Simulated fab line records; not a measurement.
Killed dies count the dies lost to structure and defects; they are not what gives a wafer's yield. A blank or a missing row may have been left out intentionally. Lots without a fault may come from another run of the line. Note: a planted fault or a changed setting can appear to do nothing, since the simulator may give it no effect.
Chamber matching    flow sky130    wet-bench-03 running SKY_FIELD_ISO_WET_ETCH_30: 4 sister chambers
The step etches SiO2 in dHF, target depth 25 nm, time 50 s. 8 wafers are shown with their chamber, then 7 later ones without.

== EACH WAFER AND ITS CHAMBER ==
wafer   chamber  bath-heat-duty-pct (%)  temp-c (C)
L517.3  2        6.0                     25.13
L517.6  2        6.0                     24.92
L521.3  3        7.2                     25.09
L521.5  3        6.3                     25.14
L530.3  1        6.7                     25.03
L530.5  1        6.3                     25.01
L536.3  0        5.9                     25.04
L536.5  0        5.2                     24.89

== WAFERS WHOSE CHAMBER IS MISSING ==
wafer   bath-heat-duty-pct (%)  temp-c (C)
L536.6  5.4                     25.14
L537.3  6.8                     25.25
L537.4  6.9                     25.06
L537.5  6.1                     25.13
L539.1  6.9                     25.02
L539.2  5.7                     25.05
L539.3  6.5                     25.00

== CHAMBER TAKEN BY EACH ==
wafer   from the rows above                in truth
L536.6  can't be placed: 2 or 0 or 1 or 3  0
L537.3  can't be placed: 3 or 1 or 2       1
L537.4  can't be placed: 3 or 1 or 2       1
L537.5  can't be placed: 2 or 1 or 3 or 0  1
L539.1  can't be placed: 1 or 3 or 2       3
L539.2  can't be placed: 2 or 0 or 1 or 3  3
L539.3  can't be placed: 1 or 2 or 3       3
Placed correctly: 0 of 7. From these rows, 7 cannot be placed; in 7 the true chamber is one of the candidates. Wrongly placed: 0.
How it was worked out, from the rows above alone: a wafer's distance from a chamber is the root of the sum, over the readings, of the square of ((its reading less the chamber's mean) divided by the reading's scatter). If the next closest chamber is less than 2 further off than the closest, the wafer can't be placed; otherwise it belongs to the closest. A chamber's mean is the mean of its shown wafers. The scatter is the square root of a quotient: the sum, over the shown wafers, of each reading's squared deviation from its chamber's mean, divided by wafers minus chambers.
